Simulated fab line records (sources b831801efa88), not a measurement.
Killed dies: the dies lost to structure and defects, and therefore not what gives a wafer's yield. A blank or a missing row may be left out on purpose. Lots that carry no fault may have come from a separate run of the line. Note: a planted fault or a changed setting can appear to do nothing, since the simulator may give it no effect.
fab line records :: flow sfq_line
record
  lots=14
  wafers=42
  last_day=77
route steps=325 shown M0@37
lots with no fault: from the same line, run without faults
start_h: hours from the record's opening day to when the first of the lot's shown wafers began :: wait_h: hours elapsed since this lot's preceding step :: " identical to the entry in the row above :: L1.1+2: several wafers, shown together as one row :: - no value, or no start given :: * or withheld: withheld :: < > ~ a bound
route shown NAME@n: names a module that has steps shown in the file, with the first one's number in the route :: usual: mean/standard deviation taken from wafers without a fault :: same: alike in all rows :: chamber/n: place in a boat :: sites: readings site by site :: _std_site: the values' standard deviation :: _edge_site: mean of outer sites minus mean of inner sites :: radius_mm: how far each site lies from the wafer's centre :: mask NAME#n: copy n :: behind: the most recent tool/chamber to have shaped the wafer :: hold: what put the lot on hold/how long, in hours/how the hold closed :: device: transistor that didn't switch, given as n, p or np :: end of line: the same wafers' tests at the end of the route :: where a step has no rows: the recipe by itself :: killed: at the first sort, the dies lost to defects and structure; wafer yield is something else :: map: the dies of a wafer, with x for killed, . for not killed, _ for no die there
set.NAME: the setting the step ran with; set.NAME@STEP: the setting that earlier step ran with :: model.NAME: the simulator's own value behind a step, which no gauge read
one table for each step of the route and one row for each wafer, over a sample of lots
## steps
# step SFQ_TRILAYER_M0_LITHO_DEVELOP_023
# recipe
  time_s=60
  resist=KrF
# usual
  chill_plate_temp_C=23.01/0.12
  exhaust_pa=45.0/0.87
lot.wafer: L895.2
tool: litho_track-04
chamber: 0
start_h: 156.48
wait_h: 0.1
chill_plate_temp_C: 22.84
exhaust_pa: 46.4

lot.wafer: L895.3
tool: litho_track-04
chamber: 0
start_h: 156.48
wait_h: 0.1
chill_plate_temp_C: 22.99
exhaust_pa: 46.4

lot.wafer: L895.5
tool: litho_track-04
chamber: 0
start_h: 156.48
wait_h: 0.1
chill_plate_temp_C: 22.83
exhaust_pa: 45.3

lot.wafer: L900.1
tool: litho_track-01
chamber: 0
start_h: 182.85
wait_h: 0.1
chill_plate_temp_C: 22.98
exhaust_pa: 44.4

lot.wafer: L900.2
tool: litho_track-01
chamber: 0
start_h: 182.85
wait_h: 0.1
chill_plate_temp_C: 22.88
exhaust_pa: 44.2

lot.wafer: L900.3
tool: litho_track-01
chamber: 0
start_h: 182.85
wait_h: 0.1
chill_plate_temp_C: 22.88
exhaust_pa: 45.1

lot.wafer: L901.2
tool: litho_track-01
chamber: 0
start_h: 191.28
wait_h: 0.1
chill_plate_temp_C: 22.87
exhaust_pa: 43.8

lot.wafer: L901.3
tool: litho_track-01
chamber: 0
start_h: 191.28
wait_h: 0.1
chill_plate_temp_C: 22.92
exhaust_pa: 44.5

lot.wafer: L901.5
tool: litho_track-01
chamber: 0
start_h: 191.28
wait_h: 0.1
chill_plate_temp_C: 22.92
exhaust_pa: 43.4

lot.wafer: L902.1
tool: litho_track-01
chamber: 0
start_h: 202.05
wait_h: 0.1
chill_plate_temp_C: 23.10
exhaust_pa: 44.5

lot.wafer: L902.2
tool: litho_track-01
chamber: 0
start_h: 202.05
wait_h: 0.1
chill_plate_temp_C: 23.28
exhaust_pa: 45.3

lot.wafer: L902.6
tool: litho_track-01
chamber: 0
start_h: 202.05
wait_h: 0.1
chill_plate_temp_C: 23.35
exhaust_pa: 44.8

lot.wafer: L903.3
tool: litho_track-01
chamber: 0
start_h: 215.30
wait_h: 0.1
chill_plate_temp_C: 23.06
exhaust_pa: 44.2

lot.wafer: L903.4
tool: litho_track-01
chamber: 0
start_h: 215.30
wait_h: 0.1
chill_plate_temp_C: 22.97
exhaust_pa: 44.1

lot.wafer: L903.5
tool: litho_track-01
chamber: 0
start_h: 215.30
wait_h: 0.1
chill_plate_temp_C: 23.01
exhaust_pa: 43.9

lot.wafer: L906.1
tool: litho_track-03
chamber: 0
start_h: 232.05
wait_h: 0.1
chill_plate_temp_C: 22.91
exhaust_pa: 42.4

lot.wafer: L906.2
tool: litho_track-03
chamber: 0
start_h: 232.05
wait_h: 0.1
chill_plate_temp_C: 23.09
exhaust_pa: 44.1

lot.wafer: L906.6
tool: litho_track-03
chamber: 0
start_h: 232.05
wait_h: 0.1
chill_plate_temp_C: 22.95
exhaust_pa: 43.8

lot.wafer: L910.1
tool: litho_track-01
chamber: -
start_h: 255.60
wait_h: 0.1
chill_plate_temp_C: -
exhaust_pa: -

lot.wafer: L910.4
tool: litho_track-01
chamber: -
start_h: 255.60
wait_h: 0.1
chill_plate_temp_C: -
exhaust_pa: -

lot.wafer: L910.5
tool: litho_track-01
chamber: -
start_h: 255.60
wait_h: 0.1
chill_plate_temp_C: -
exhaust_pa: -

lot.wafer: L911.2
tool: litho_track-03
chamber: -
start_h: 260.43
wait_h: 0.1
chill_plate_temp_C: -
exhaust_pa: -

lot.wafer: L911.3
tool: litho_track-03
chamber: -
start_h: 260.43
wait_h: 0.1
chill_plate_temp_C: -
exhaust_pa: -

lot.wafer: L911.4
tool: litho_track-03
chamber: -
start_h: 260.43
wait_h: 0.1
chill_plate_temp_C: -
exhaust_pa: -

lot.wafer: L912.3
tool: litho_track-03
chamber: 0
start_h: 272.35
wait_h: 0.1
chill_plate_temp_C: 23.13
exhaust_pa: 44.7

lot.wafer: L912.5
tool: litho_track-03
chamber: 0
start_h: 272.35
wait_h: 0.1
chill_plate_temp_C: 23.05
exhaust_pa: 45.9

lot.wafer: L912.6
tool: litho_track-03
chamber: 0
start_h: 272.35
wait_h: 0.1
chill_plate_temp_C: 22.92
exhaust_pa: 45.7

lot.wafer: L913.1
tool: litho_track-03
chamber: 0
start_h: 278.26
wait_h: 0.1
chill_plate_temp_C: 22.91
exhaust_pa: 44.9

lot.wafer: L913.2
tool: litho_track-03
chamber: 0
start_h: 278.26
wait_h: 0.1
chill_plate_temp_C: 22.99
exhaust_pa: 44.4

lot.wafer: L913.3
tool: litho_track-03
chamber: 0
start_h: 278.26
wait_h: 0.1
chill_plate_temp_C: 22.92
exhaust_pa: 44.9

lot.wafer: L914.1
tool: litho_track-04
chamber: 0
start_h: 283.06
wait_h: 0.1
chill_plate_temp_C: 23.00
exhaust_pa: 45.1

lot.wafer: L914.2
tool: litho_track-04
chamber: 0
start_h: 283.06
wait_h: 0.1
chill_plate_temp_C: 22.94
exhaust_pa: 46.2

lot.wafer: L914.5
tool: litho_track-04
chamber: 0
start_h: 283.06
wait_h: 0.1
chill_plate_temp_C: 22.97
exhaust_pa: 46.8

lot.wafer: L915.2
tool: litho_track-03
chamber: 0
start_h: 292.68
wait_h: 0.1
chill_plate_temp_C: 23.04
exhaust_pa: 44.9

lot.wafer: L915.3
tool: litho_track-03
chamber: 0
start_h: 292.68
wait_h: 0.1
chill_plate_temp_C: 22.83
exhaust_pa: 44.6

lot.wafer: L915.5
tool: litho_track-03
chamber: 0
start_h: 292.68
wait_h: 0.1
chill_plate_temp_C: 23.05
exhaust_pa: 45.5

lot.wafer: L916.1
tool: litho_track-03
chamber: 0
start_h: 296.26
wait_h: 0.1
chill_plate_temp_C: 22.91
exhaust_pa: 46.0

lot.wafer: L916.4
tool: litho_track-03
chamber: 0
start_h: 296.26
wait_h: 0.1
chill_plate_temp_C: 22.98
exhaust_pa: 45.5

lot.wafer: L916.5
tool: litho_track-03
chamber: 0
start_h: 296.26
wait_h: 0.1
chill_plate_temp_C: 22.95
exhaust_pa: 45.8

lot.wafer: L918.2
tool: litho_track-03
chamber: 0
start_h: 311.88
wait_h: 0.1
chill_plate_temp_C: 23.02
exhaust_pa: 46.6

lot.wafer: L918.5
tool: litho_track-03
chamber: 0
start_h: 311.88
wait_h: 0.1
chill_plate_temp_C: 22.99
exhaust_pa: 46.2

lot.wafer: L918.6
tool: litho_track-03
chamber: 0
start_h: 311.88
wait_h: 0.1
chill_plate_temp_C: 22.96
exhaust_pa: 46.7
## key
first_sign
  step=SFQ_TRILAYER_M0_LITHO_DEVELOP_023
  reading=tool_record
  direction=missing
effect none on later readings
met_at SFQ_TRILAYER_M0_LITHO_DEVELOP_023
struck_lots L910,L911
onset_between 232.05 255.60
fault
  kind=skipped_step_whole
  tool=litho_track-01,litho_track-03
  chamber=-
  onset_h=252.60
  steps=SFQ_TRILAYER_M0_LITHO_DEVELOP_023
  scope=struck_lots_only
